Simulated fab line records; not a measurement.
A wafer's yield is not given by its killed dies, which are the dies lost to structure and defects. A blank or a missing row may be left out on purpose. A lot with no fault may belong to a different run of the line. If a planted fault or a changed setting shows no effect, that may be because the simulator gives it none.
Which tool is to blame? | flow gf180mcu | 6 lots, 18 wafers sampled, at 2 steps of a route of 602

== WHAT EACH GAUGE READ, for each wafer ==
GF_MVPSD_TW_MEAS_11.
lot  | measured     | on            | MVPSD_TW
L691 | day 5 05:20  | film_metro-04 | 548 547 546
L694 | day 6 00:36  | film_metro-01 | 551 555 552
L697 | day 6 17:34  | film_metro-01 | 553 553 552
L702 | day 8 00:17  | film_metro-04 | 550 546 550
L708 | day 9 17:21  | film_metro-03 | 559 558 558
L712 | day 10 17:03 | film_metro-01 | 559 559 559

== WHAT TOOL EACH LOT RAN ON (gives the tool, then ch and the chambers of the sampled wafers, and finally the start) ==
lot  | GF_MVPSD_IMPLANT_08
L691 | implanter-03 ch 0, day 5 04:58
L694 | implanter-01 ch 0, day 6 00:12
L697 | implanter-01 ch 0, day 6 17:10
L702 | implanter-01 ch 0, day 7 23:53
L708 | implanter-03 ch 0, day 9 16:57
L712 | implanter-04 ch 0, day 10 16:39
- GF_MVPSD_IMPLANT_08

== THE ANSWER, worked out from the rows above alone ==
Rule: the usual values come from the lots themselves. The widest of any qualifying gaps counts: lots, ordered by their means at a reading, are off when they make up no more than a third of the lots, leave a main group of 4 or more, and stand apart from it by 3 or more times the standard deviation of that group's means. If all means in a main group match to the digits the tables above print for the reading, that group is not used. A lot without any number at a reading at which 4 lots or more have one is off too. The other lots that the step has rows for count as sound.
None of the lots is off at any reading shown; this tells nothing.

== WHAT HAD BEEN PUT IN BY THE SIMULATOR ==
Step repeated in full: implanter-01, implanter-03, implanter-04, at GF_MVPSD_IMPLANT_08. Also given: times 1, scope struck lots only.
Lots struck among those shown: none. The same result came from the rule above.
